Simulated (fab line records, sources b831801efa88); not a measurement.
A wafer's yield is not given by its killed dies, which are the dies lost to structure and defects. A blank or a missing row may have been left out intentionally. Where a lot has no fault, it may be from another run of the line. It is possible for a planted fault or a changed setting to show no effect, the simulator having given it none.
fab line records :: flow sky130
record:
  lots: 6
  wafers: 18
  last-day: 50
route steps=708 shown LI_CONTACT@384 LOCAL_INTERCONNECT@387
lots with no fault: from the same line, run without faults
start-h: hours from the record's opening day to when the first of the lot's shown wafers began :: wait-h: how many hours have passed since the lot's step before this one :: " as in the row above :: L1.1+2: one row covering several wafers at once :: - either no value or no given start :: * or withheld: withheld :: < > ~ a bound
route shown NAME@n: names a module that has steps shown in the file, with the first one's number in the route :: usual: mean and standard deviation over wafers with no fault :: same: alike in all rows :: chamber/n: place in a boat :: sites: the reading at each site :: _std_site: how widely they spread, as a standard deviation :: _edge_site: inner sites' mean taken away from outer sites' mean :: radius-mm: for every site, how far away it sits from the centre of the wafer :: mask NAME#n: copy n :: behind: the tool/chamber that last shaped the wafer :: hold: why the lot went on hold/how many hours it stayed there/how the hold came to an end :: device: whichever transistor did not switch (one of n, p or np) :: end of line: at the end of the route, the tests of the same wafers :: a step without rows: its recipe alone :: killed: count of dies lost to structure and defects at first sort (not the wafer's yield) :: map: a wafer's dies, marking killed ones x, the rest . and places with no die _
set.NAME: the setting the step ran with; set.NAME@STEP: the setting that earlier step ran with :: model.NAME: the simulator's own value behind a step, which no gauge read
lots at selected steps of the route; one table per step, one row per wafer
services: the hour from which a tool's chamber was out of use, counted from the record's first day as start-h (under 0 if before that day), plus the number of hours and why
== steps ==
step: SKY_LI_CONTACT_RS_MEAS_22
recipe:
  thk-meas-gauge: four-point-probe
  reads: W_of_LI_CONTACT_CVD_21+TiN_of_LI_CONTACT_SPUTTER_20+Ti_of_LI_CONTACT_SPUTTER_19
usual:
  LI_CONTACT_W_RS: 0.287/0.0032
lot.wafer: L700.2
tool: film-metro-02
chamber: -
start-h: 739.28
wait-h: 0.1
LI_CONTACT_W_RS[ohm/sq]: 0.283

lot.wafer: L700.3
tool: film-metro-02
chamber: -
start-h: 739.28
wait-h: 0.1
LI_CONTACT_W_RS[ohm/sq]: 0.284

lot.wafer: L700.5
tool: film-metro-02
chamber: -
start-h: 739.28
wait-h: 0.1
LI_CONTACT_W_RS[ohm/sq]: 0.282

lot.wafer: L707.3
tool: film-metro-02
chamber: -
start-h: 794.05
wait-h: 0.1
LI_CONTACT_W_RS[ohm/sq]: 0.292

lot.wafer: L707.4
tool: film-metro-02
chamber: -
start-h: 794.05
wait-h: 0.1
LI_CONTACT_W_RS[ohm/sq]: 0.293

lot.wafer: L707.6
tool: film-metro-02
chamber: -
start-h: 794.05
wait-h: 0.1
LI_CONTACT_W_RS[ohm/sq]: 0.290

lot.wafer: L708.2
tool: film-metro-02
chamber: -
start-h: 800.88
wait-h: 0.1
LI_CONTACT_W_RS[ohm/sq]: 0.279

lot.wafer: L708.3
tool: film-metro-02
chamber: -
start-h: 800.88
wait-h: 0.1
LI_CONTACT_W_RS[ohm/sq]: 0.281

lot.wafer: L708.5
tool: film-metro-02
chamber: -
start-h: 800.88
wait-h: 0.1
LI_CONTACT_W_RS[ohm/sq]: 0.283

lot.wafer: L711.1
tool: film-metro-03
chamber: -
start-h: 821.29
wait-h: 0.1
LI_CONTACT_W_RS[ohm/sq]: 0.289

lot.wafer: L711.3
tool: film-metro-03
chamber: -
start-h: 821.29
wait-h: 0.1
LI_CONTACT_W_RS[ohm/sq]: 0.287

lot.wafer: L711.4
tool: film-metro-03
chamber: -
start-h: 821.29
wait-h: 0.1
LI_CONTACT_W_RS[ohm/sq]: 0.291

lot.wafer: L713.1
tool: film-metro-02
chamber: -
start-h: 850.92
wait-h: 0.1
LI_CONTACT_W_RS[ohm/sq]: 0.288

lot.wafer: L713.5
tool: film-metro-02
chamber: -
start-h: 850.92
wait-h: 0.1
LI_CONTACT_W_RS[ohm/sq]: 0.288

lot.wafer: L713.6
tool: film-metro-02
chamber: -
start-h: 850.92
wait-h: 0.1
LI_CONTACT_W_RS[ohm/sq]: 0.287

lot.wafer: L714.1
tool: film-metro-02
chamber: -
start-h: 854.49
wait-h: 0.1
LI_CONTACT_W_RS[ohm/sq]: 0.288

lot.wafer: L714.2
tool: film-metro-02
chamber: -
start-h: 854.49
wait-h: 0.1
LI_CONTACT_W_RS[ohm/sq]: 0.290

lot.wafer: L714.6
tool: film-metro-02
chamber: -
start-h: 854.49
wait-h: 0.1
LI_CONTACT_W_RS[ohm/sq]: 0.286
step: SKY_LI_CONTACT_THK_MEAS_23
recipe:
  thk-meas-gauge: xrf
  reads: W_of_LI_CONTACT_CVD_21
usual:
  LI_CONTACT_W_THK: 406/9.5
lot.wafer: L700.2
tool: film-metro-02
chamber: -
start-h: 739.39
wait-h: 0.1
LI_CONTACT_W_THK[nm]: 401

lot.wafer: L700.3
tool: film-metro-02
chamber: -
start-h: 739.39
wait-h: 0.1
LI_CONTACT_W_THK[nm]: 402

lot.wafer: L700.5
tool: film-metro-02
chamber: -
start-h: 739.39
wait-h: 0.1
LI_CONTACT_W_THK[nm]: 404

lot.wafer: L707.3
tool: film-metro-02
chamber: -
start-h: 794.15
wait-h: 0.1
LI_CONTACT_W_THK[nm]: 395

lot.wafer: L707.4
tool: film-metro-02
chamber: -
start-h: 794.15
wait-h: 0.1
LI_CONTACT_W_THK[nm]: 393

lot.wafer: L707.6
tool: film-metro-02
chamber: -
start-h: 794.15
wait-h: 0.1
LI_CONTACT_W_THK[nm]: 395

lot.wafer: L708.2
tool: film-metro-02
chamber: -
start-h: 800.99
wait-h: 0.1
LI_CONTACT_W_THK[nm]: 409

lot.wafer: L708.3
tool: film-metro-02
chamber: -
start-h: 800.99
wait-h: 0.1
LI_CONTACT_W_THK[nm]: 408

lot.wafer: L708.5
tool: film-metro-02
chamber: -
start-h: 800.99
wait-h: 0.1
LI_CONTACT_W_THK[nm]: 404

lot.wafer: L711.1
tool: film-metro-03
chamber: -
start-h: 821.41
wait-h: 0.1
LI_CONTACT_W_THK[nm]: 419

lot.wafer: L711.3
tool: film-metro-03
chamber: -
start-h: 821.41
wait-h: 0.1
LI_CONTACT_W_THK[nm]: 423

lot.wafer: L711.4
tool: film-metro-03
chamber: -
start-h: 821.41
wait-h: 0.1
LI_CONTACT_W_THK[nm]: 417

lot.wafer: L713.1
tool: film-metro-02
chamber: -
start-h: 851.04
wait-h: 0.1
LI_CONTACT_W_THK[nm]: 397

lot.wafer: L713.5
tool: film-metro-02
chamber: -
start-h: 851.04
wait-h: 0.1
LI_CONTACT_W_THK[nm]: 396

lot.wafer: L713.6
tool: film-metro-02
chamber: -
start-h: 851.04
wait-h: 0.1
LI_CONTACT_W_THK[nm]: 396

lot.wafer: L714.1
tool: film-metro-02
chamber: -
start-h: 854.61
wait-h: 0.1
LI_CONTACT_W_THK[nm]: 399

lot.wafer: L714.2
tool: film-metro-02
chamber: -
start-h: 854.61
wait-h: 0.1
LI_CONTACT_W_THK[nm]: 394

lot.wafer: L714.6
tool: film-metro-02
chamber: -
start-h: 854.61
wait-h: 0.1
LI_CONTACT_W_THK[nm]: 399
step: SKY_LI_CONTACT_CMP_24
recipe:
  stop-on: PSG
  t-overpolish-s: 20
  down-force-psi: 3.5
  platen-rpm: 60
  target-thk-nm: 0
  pad-velocity-m-s: 0.94248
usual:
  head-pressure-psi: 3.500/0.008
  motor-current-A: 11.6/0.59
  overpolish-run-s: 19.999/0.01
  slurry-filter-dp-kPa: 13.49/0.13
  time-to-endpoint-s: 96/4.1
lot.wafer: L700.2
tool: cmp-01
chamber: 1
start-h: 739.44
wait-h: 0.0
head-pressure-psi: 3.499
motor-current-A: 11.3
overpolish-run-s: 19.992
slurry-filter-dp-kPa: 13.22
time-to-endpoint-s: 106

lot.wafer: L700.3
tool: cmp-01
chamber: 3
start-h: 739.44
wait-h: 0.0
head-pressure-psi: 3.493
motor-current-A: 12.0
overpolish-run-s: 19.997
slurry-filter-dp-kPa: 13.42
time-to-endpoint-s: 94

lot.wafer: L700.5
tool: cmp-01
chamber: 2
start-h: 739.44
wait-h: 0.0
head-pressure-psi: 3.497
motor-current-A: 12.1
overpolish-run-s: 20.015
slurry-filter-dp-kPa: 13.68
time-to-endpoint-s: 95

lot.wafer: L707.3
tool: cmp-01
chamber: 3
start-h: 794.19
wait-h: 0.0
head-pressure-psi: 3.502
motor-current-A: 12.1
overpolish-run-s: 19.995
slurry-filter-dp-kPa: 13.35
time-to-endpoint-s: 96

lot.wafer: L707.4
tool: cmp-01
chamber: 2
start-h: 794.19
wait-h: 0.0
head-pressure-psi: 3.505
motor-current-A: 12.1
overpolish-run-s: 19.988
slurry-filter-dp-kPa: 13.52
time-to-endpoint-s: 97

lot.wafer: L707.6
tool: cmp-01
chamber: 3
start-h: 794.19
wait-h: 0.0
head-pressure-psi: 3.492
motor-current-A: 11.6
overpolish-run-s: 20.007
slurry-filter-dp-kPa: 13.54
time-to-endpoint-s: 99

lot.wafer: L708.3
tool: cmp-02
chamber: 1
start-h: 801.09
wait-h: 0.1
head-pressure-psi: 3.504
motor-current-A: 11.3
overpolish-run-s: 20.008
slurry-filter-dp-kPa: 13.51
time-to-endpoint-s: 99

lot.wafer: L708.2
tool: cmp-02
chamber: 2
start-h: 801.09
wait-h: 0.1
head-pressure-psi: 3.500
motor-current-A: 11.7
overpolish-run-s: 19.997
slurry-filter-dp-kPa: 13.45
time-to-endpoint-s: 102

lot.wafer: L708.5
tool: cmp-02
chamber: 1
start-h: 801.09
wait-h: 0.1
head-pressure-psi: 3.507
motor-current-A: 11.3
overpolish-run-s: 20.022
slurry-filter-dp-kPa: 13.56
time-to-endpoint-s: 98

lot.wafer: L711.4
tool: cmp-02
chamber: 3
start-h: 821.47
wait-h: 0.0
head-pressure-psi: 3.508
motor-current-A: 12.1
overpolish-run-s: 20.004
slurry-filter-dp-kPa: 13.36
time-to-endpoint-s: 88

lot.wafer: L711.1
tool: cmp-02
chamber: 1
start-h: 821.47
wait-h: 0.0
head-pressure-psi: 3.496
motor-current-A: 11.5
overpolish-run-s: 20.006
slurry-filter-dp-kPa: 13.49
time-to-endpoint-s: 93

lot.wafer: L711.3
tool: cmp-02
chamber: 2
start-h: 821.47
wait-h: 0.0
head-pressure-psi: 3.497
motor-current-A: 11.7
overpolish-run-s: 19.985
slurry-filter-dp-kPa: 13.53
time-to-endpoint-s: 95

lot.wafer: L713.1
tool: cmp-01
chamber: 2
start-h: 851.10
wait-h: 0.1
head-pressure-psi: 3.497
motor-current-A: 11.3
overpolish-run-s: 19.980
slurry-filter-dp-kPa: 13.44
time-to-endpoint-s: 92

lot.wafer: L713.5
tool: cmp-01
chamber: 2
start-h: 851.10
wait-h: 0.1
head-pressure-psi: 3.507
motor-current-A: 12.2
overpolish-run-s: 20.011
slurry-filter-dp-kPa: 13.63
time-to-endpoint-s: 94

lot.wafer: L713.6
tool: cmp-01
chamber: 3
start-h: 851.10
wait-h: 0.1
head-pressure-psi: 3.500
motor-current-A: 11.1
overpolish-run-s: 19.996
slurry-filter-dp-kPa: 13.49
time-to-endpoint-s: 93

lot.wafer: L714.1
tool: cmp-02
chamber: 3
start-h: 854.67
wait-h: 0.1
head-pressure-psi: 3.496
motor-current-A: 12.3
overpolish-run-s: 20.002
slurry-filter-dp-kPa: 13.59
time-to-endpoint-s: 93

lot.wafer: L714.2
tool: cmp-02
chamber: 1
start-h: 854.67
wait-h: 0.1
head-pressure-psi: 3.516
motor-current-A: 11.0
overpolish-run-s: 19.997
slurry-filter-dp-kPa: 13.37
time-to-endpoint-s: 91

lot.wafer: L714.6
tool: cmp-02
chamber: 3
start-h: 854.67
wait-h: 0.1
head-pressure-psi: 3.506
motor-current-A: 12.6
overpolish-run-s: 19.988
slurry-filter-dp-kPa: 13.53
time-to-endpoint-s: 91
step: SKY_LOCAL_INTERCONNECT_SPUTTER_00
recipe:
  material: TiN
  target-thk-nm: 100
  temp-c: 300
  power-w: 6500
  time-s: 83.3
  chamber-pressure-pa: 0.4
usual:
  throttle-valve-pct: 29.9/0.77
lot.wafer: L700.2
tool: pvd-sputter-03
chamber: -
start-h: 739.74
wait-h: 0.2
throttle-valve-pct: 30.0

lot.wafer: L700.3
tool: pvd-sputter-03
chamber: -
start-h: 739.74
wait-h: 0.2
throttle-valve-pct: 29.2

lot.wafer: L700.5
tool: pvd-sputter-03
chamber: -
start-h: 739.74
wait-h: 0.2
throttle-valve-pct: 29.8

lot.wafer: L707.3
tool: pvd-sputter-01
chamber: -
start-h: 794.49
wait-h: 0.2
throttle-valve-pct: 31.3

lot.wafer: L707.4
tool: pvd-sputter-01
chamber: -
start-h: 794.49
wait-h: 0.2
throttle-valve-pct: 29.2

lot.wafer: L707.6
tool: pvd-sputter-01
chamber: -
start-h: 794.49
wait-h: 0.2
throttle-valve-pct: 29.3

lot.wafer: L708.2
tool: pvd-sputter-01
chamber: -
start-h: 801.34
wait-h: 0.1
throttle-valve-pct: 30.7

lot.wafer: L708.3
tool: pvd-sputter-01
chamber: -
start-h: 801.34
wait-h: 0.1
throttle-valve-pct: 30.2

lot.wafer: L708.5
tool: pvd-sputter-01
chamber: -
start-h: 801.34
wait-h: 0.1
throttle-valve-pct: 30.3

lot.wafer: L711.1
tool: pvd-sputter-04
chamber: -
start-h: 821.77
wait-h: 0.1
throttle-valve-pct: 30.9

lot.wafer: L711.3
tool: pvd-sputter-04
chamber: -
start-h: 821.77
wait-h: 0.1
throttle-valve-pct: 28.7

lot.wafer: L711.4
tool: pvd-sputter-04
chamber: -
start-h: 821.77
wait-h: 0.1
throttle-valve-pct: 30.3

lot.wafer: L713.1
tool: pvd-sputter-01
chamber: -
start-h: 851.40
wait-h: 0.2
throttle-valve-pct: 30.9

lot.wafer: L713.5
tool: pvd-sputter-01
chamber: -
start-h: 851.40
wait-h: 0.2
throttle-valve-pct: 31.3

lot.wafer: L713.6
tool: pvd-sputter-01
chamber: -
start-h: 851.40
wait-h: 0.2
throttle-valve-pct: 30.6

lot.wafer: L714.1
tool: pvd-sputter-04
chamber: -
start-h: 854.97
wait-h: 0.2
throttle-valve-pct: 28.8

lot.wafer: L714.2
tool: pvd-sputter-04
chamber: -
start-h: 854.97
wait-h: 0.2
throttle-valve-pct: 30.9

lot.wafer: L714.6
tool: pvd-sputter-04
chamber: -
start-h: 854.97
wait-h: 0.2
throttle-valve-pct: 30.5
step: SKY_LOCAL_INTERCONNECT_RS_MEAS_01
recipe:
  thk-meas-gauge: four-point-probe
  reads: TiN_of_LOCAL_INTERCONNECT_SPUTTER_00
usual:
  LOCAL_INTERCONNECT_TIN_RS: 14.12/0.15
lot.wafer: L700.2
tool: film-metro-02
chamber: -
start-h: 739.82
wait-h: 0.1
LOCAL_INTERCONNECT_TIN_RS[ohm/sq]: 14.37

lot.wafer: L700.3
tool: film-metro-02
chamber: -
start-h: 739.82
wait-h: 0.1
LOCAL_INTERCONNECT_TIN_RS[ohm/sq]: 14.34

lot.wafer: L700.5
tool: film-metro-02
chamber: -
start-h: 739.82
wait-h: 0.1
LOCAL_INTERCONNECT_TIN_RS[ohm/sq]: 14.27

lot.wafer: L707.3
tool: film-metro-01
chamber: -
start-h: 794.59
wait-h: 0.1
LOCAL_INTERCONNECT_TIN_RS[ohm/sq]: 14.10

lot.wafer: L707.4
tool: film-metro-01
chamber: -
start-h: 794.59
wait-h: 0.1
LOCAL_INTERCONNECT_TIN_RS[ohm/sq]: 14.10

lot.wafer: L707.6
tool: film-metro-01
chamber: -
start-h: 794.59
wait-h: 0.1
LOCAL_INTERCONNECT_TIN_RS[ohm/sq]: 14.13

lot.wafer: L708.2
tool: film-metro-01
chamber: -
start-h: 801.42
wait-h: 0.1
LOCAL_INTERCONNECT_TIN_RS[ohm/sq]: 13.99

lot.wafer: L708.3
tool: film-metro-01
chamber: -
start-h: 801.42
wait-h: 0.1
LOCAL_INTERCONNECT_TIN_RS[ohm/sq]: 14.26

lot.wafer: L708.5
tool: film-metro-01
chamber: -
start-h: 801.42
wait-h: 0.1
LOCAL_INTERCONNECT_TIN_RS[ohm/sq]: 14.00

lot.wafer: L711.1
tool: film-metro-02
chamber: -
start-h: 821.83
wait-h: 0.0
LOCAL_INTERCONNECT_TIN_RS[ohm/sq]: 14.30

lot.wafer: L711.3
tool: film-metro-02
chamber: -
start-h: 821.83
wait-h: 0.0
LOCAL_INTERCONNECT_TIN_RS[ohm/sq]: 13.97

lot.wafer: L711.4
tool: film-metro-02
chamber: -
start-h: 821.83
wait-h: 0.0
LOCAL_INTERCONNECT_TIN_RS[ohm/sq]: 14.07

lot.wafer: L713.1
tool: film-metro-01
chamber: -
start-h: 851.47
wait-h: 0.0
LOCAL_INTERCONNECT_TIN_RS[ohm/sq]: 13.99

lot.wafer: L713.5
tool: film-metro-01
chamber: -
start-h: 851.47
wait-h: 0.0
LOCAL_INTERCONNECT_TIN_RS[ohm/sq]: 14.08

lot.wafer: L713.6
tool: film-metro-01
chamber: -
start-h: 851.47
wait-h: 0.0
LOCAL_INTERCONNECT_TIN_RS[ohm/sq]: 14.07

lot.wafer: L714.1
tool: film-metro-04
chamber: -
start-h: 855.03
wait-h: 0.0
LOCAL_INTERCONNECT_TIN_RS[ohm/sq]: 14.12

lot.wafer: L714.2
tool: film-metro-04
chamber: -
start-h: 855.03
wait-h: 0.0
LOCAL_INTERCONNECT_TIN_RS[ohm/sq]: 14.37

lot.wafer: L714.6
tool: film-metro-04
chamber: -
start-h: 855.03
wait-h: 0.0
LOCAL_INTERCONNECT_TIN_RS[ohm/sq]: 14.26
step: SKY_LOCAL_INTERCONNECT_THK_MEAS_02
recipe:
  thk-meas-gauge: xrf
  reads: TiN_of_LOCAL_INTERCONNECT_SPUTTER_00
usual:
  LOCAL_INTERCONNECT_TIN_THK: 99.1/1.1
lot.wafer: L700.2
tool: film-metro-02
chamber: -
start-h: 739.93
wait-h: 0.1
LOCAL_INTERCONNECT_TIN_THK[nm]: 97.6

lot.wafer: L700.3
tool: film-metro-02
chamber: -
start-h: 739.93
wait-h: 0.1
LOCAL_INTERCONNECT_TIN_THK[nm]: 97.1

lot.wafer: L700.5
tool: film-metro-02
chamber: -
start-h: 739.93
wait-h: 0.1
LOCAL_INTERCONNECT_TIN_THK[nm]: 97.9

lot.wafer: L707.3
tool: film-metro-01
chamber: -
start-h: 794.69
wait-h: 0.1
LOCAL_INTERCONNECT_TIN_THK[nm]: 99.0

lot.wafer: L707.4
tool: film-metro-01
chamber: -
start-h: 794.69
wait-h: 0.1
LOCAL_INTERCONNECT_TIN_THK[nm]: 99.7

lot.wafer: L707.6
tool: film-metro-01
chamber: -
start-h: 794.69
wait-h: 0.1
LOCAL_INTERCONNECT_TIN_THK[nm]: 99.3

lot.wafer: L708.2
tool: film-metro-01
chamber: -
start-h: 801.53
wait-h: 0.1
LOCAL_INTERCONNECT_TIN_THK[nm]: 100.1

lot.wafer: L708.3
tool: film-metro-01
chamber: -
start-h: 801.53
wait-h: 0.1
LOCAL_INTERCONNECT_TIN_THK[nm]: 97.9

lot.wafer: L708.5
tool: film-metro-01
chamber: -
start-h: 801.53
wait-h: 0.1
LOCAL_INTERCONNECT_TIN_THK[nm]: 100.2

lot.wafer: L711.1
tool: film-metro-02
chamber: -
start-h: 821.95
wait-h: 0.1
LOCAL_INTERCONNECT_TIN_THK[nm]: 97.6

lot.wafer: L711.3
tool: film-metro-02
chamber: -
start-h: 821.95
wait-h: 0.1
LOCAL_INTERCONNECT_TIN_THK[nm]: 99.9

lot.wafer: L711.4
tool: film-metro-02
chamber: -
start-h: 821.95
wait-h: 0.1
LOCAL_INTERCONNECT_TIN_THK[nm]: 98.8

lot.wafer: L713.1
tool: film-metro-01
chamber: -
start-h: 851.59
wait-h: 0.1
LOCAL_INTERCONNECT_TIN_THK[nm]: 100.4

lot.wafer: L713.5
tool: film-metro-01
chamber: -
start-h: 851.59
wait-h: 0.1
LOCAL_INTERCONNECT_TIN_THK[nm]: 99.7

lot.wafer: L713.6
tool: film-metro-01
chamber: -
start-h: 851.59
wait-h: 0.1
LOCAL_INTERCONNECT_TIN_THK[nm]: 99.2

lot.wafer: L714.1
tool: film-metro-04
chamber: -
start-h: 855.15
wait-h: 0.1
LOCAL_INTERCONNECT_TIN_THK[nm]: 99.5

lot.wafer: L714.2
tool: film-metro-04
chamber: -
start-h: 855.15
wait-h: 0.1
LOCAL_INTERCONNECT_TIN_THK[nm]: 97.7

lot.wafer: L714.6
tool: film-metro-04
chamber: -
start-h: 855.15
wait-h: 0.1
LOCAL_INTERCONNECT_TIN_THK[nm]: 98.5
step: SKY_LOCAL_INTERCONNECT_DEHYDRATE_03
recipe:
  temp-c: 200
  time-s: 60
step: SKY_LOCAL_INTERCONNECT_HMDS_04
recipe:
  prime-time-s: 60
  prime-temp-c: 120
step: SKY_LOCAL_INTERCONNECT_COAT_05
recipe:
  resist: BARC
  temp-c: withheld
  time-s: withheld
  spin-rpm: 3000
  resist-thk-nm: 60
step: SKY_LOCAL_INTERCONNECT_COAT_06
recipe:
  resist: KrF-thick
  spin-rpm: 3000
  resist-thk-nm: 450
step: SKY_LOCAL_INTERCONNECT_SOFTBAKE_07
recipe:
  temp-c: 100
  time-s: 90
  resist: KrF-thick
step: SKY_LOCAL_INTERCONNECT_EXPOSE_08
recipe:
  mask-id: LI1M
  na: 0.8
  source-shape: annular
  sigma-inner: 0.55
  sigma-outer: 0.85
  target-cd-nm: 170
  dose-mj: 28
step: SKY_LOCAL_INTERCONNECT_PEB_09
recipe:
  peb-temp-c: withheld
  peb-time-s: withheld
  resist: KrF-thick
usual:
  chill-plate-temp-C: *
  exhaust-pa: 45.0/0.87
lot.wafer: L700.2
tool: litho-track-01
chamber: 0
start-h: 766
wait-h: -
chill-plate-temp-C: *
exhaust-pa: 44.8

lot.wafer: L700.3
tool: litho-track-01
chamber: 0
start-h: 766
wait-h: -
chill-plate-temp-C: *
exhaust-pa: 44.1

lot.wafer: L700.5
tool: litho-track-01
chamber: 0
start-h: 766
wait-h: -
chill-plate-temp-C: *
exhaust-pa: 44.1

lot.wafer: L707.3
tool: litho-track-03
chamber: -
start-h: 820
wait-h: -
chill-plate-temp-C: -
exhaust-pa: -

lot.wafer: L707.4
tool: litho-track-03
chamber: -
start-h: 820
wait-h: -
chill-plate-temp-C: -
exhaust-pa: -

lot.wafer: L707.6
tool: litho-track-03
chamber: -
start-h: 820
wait-h: -
chill-plate-temp-C: -
exhaust-pa: -

lot.wafer: L708.2
tool: litho-track-03
chamber: -
start-h: 827
wait-h: -
chill-plate-temp-C: -
exhaust-pa: -

lot.wafer: L708.3
tool: litho-track-03
chamber: -
start-h: 827
wait-h: -
chill-plate-temp-C: -
exhaust-pa: -

lot.wafer: L708.5
tool: litho-track-03
chamber: -
start-h: 827
wait-h: -
chill-plate-temp-C: -
exhaust-pa: -

lot.wafer: L711.1
tool: litho-track-04
chamber: 0
start-h: 847
wait-h: -
chill-plate-temp-C: *
exhaust-pa: 44.2

lot.wafer: L711.3
tool: litho-track-04
chamber: 0
start-h: 847
wait-h: -
chill-plate-temp-C: *
exhaust-pa: 44.5

lot.wafer: L711.4
tool: litho-track-04
chamber: 0
start-h: 847
wait-h: -
chill-plate-temp-C: *
exhaust-pa: 44.6

lot.wafer: L713.1
tool: litho-track-03
chamber: 0
start-h: 877
wait-h: -
chill-plate-temp-C: *
exhaust-pa: 45.9

lot.wafer: L713.5
tool: litho-track-03
chamber: 0
start-h: 877
wait-h: -
chill-plate-temp-C: *
exhaust-pa: 45.2

lot.wafer: L713.6
tool: litho-track-03
chamber: 0
start-h: 877
wait-h: -
chill-plate-temp-C: *
exhaust-pa: 46.4

lot.wafer: L714.1
tool: litho-track-03
chamber: 0
start-h: 880
wait-h: -
chill-plate-temp-C: *
exhaust-pa: 45.4

lot.wafer: L714.2
tool: litho-track-03
chamber: 0
start-h: 880
wait-h: -
chill-plate-temp-C: *
exhaust-pa: 44.5

lot.wafer: L714.6
tool: litho-track-03
chamber: 0
start-h: 880
wait-h: -
chill-plate-temp-C: *
exhaust-pa: 45.5
step: SKY_LOCAL_INTERCONNECT_DEVELOP_10
recipe:
  develop-time-s: 60
  resist: KrF-thick
  dev-temp-c: 21
== services ==
tool: cmp-02
chamber: -
start-h: 723.91
hours: 0.3
kind: repair

tool: cmp-02
chamber: -
start-h: 728.31
hours: 3.6
kind: pm

tool: pvd-sputter-01
chamber: -
start-h: 736.18
hours: 5.5
kind: repair

tool: cmp-02
chamber: -
start-h: 747.22
hours: 4.0
kind: pm

tool: cmp-02
chamber: -
start-h: 751.22
hours: -
kind: consumable-replace:conditioner

tool: cmp-02
chamber: -
start-h: 751.22
hours: -
kind: consumable-replace:pad

tool: cmp-02
chamber: -
start-h: 752.79
hours: 2.1
kind: repair

tool: pvd-sputter-04
chamber: -
start-h: 765.51
hours: 4.3
kind: repair

tool: cmp-02
chamber: -
start-h: 790.23
hours: 0.8
kind: repair

tool: cmp-01
chamber: -
start-h: 854.48
hours: 3.1
kind: repair

tool: cmp-01
chamber: -
start-h: 858.35
hours: 5.7
kind: pm
== key ==
first-sign:
  step: SKY_LOCAL_INTERCONNECT_PEB_09
  reading: tool-record
  direction: missing
effect none on later readings
met-at SKY_LOCAL_INTERCONNECT_PEB_09
struck-wafers L707.3,L707.4,L707.6,L708.2,L708.3,L708.5
later-rows-left-out L707.3,L707.4,L707.6,L708.2,L708.3,L708.5
sort-left-out L707.3,L707.4,L707.6,L708.2,L708.3,L708.5
tester-left-out L707,L708
fault:
  kind: skipped-step-whole
  tool: litho-track-03
  chamber: -
  onset-h: 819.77
  steps: SKY_LOCAL_INTERCONNECT_PEB_09
  scope: struck-lots-only
tester-left-out: of these lots the tester's yield and bins aren't shown, on N5 and GAA mostly nor the transistor test; their killed dies are dies lost to structure and defects alone, not to doping, threshold or leakage, so they don't give the yield
sort-left-out: the simulated sort isn't trusted on such a fault, so these wafers' sort isn't shown, and their yield isn't known
later-rows-left-out: the simulator's readings of these wafers behind a module that went badly wrong aren't trusted and aren't shown, but for the sort
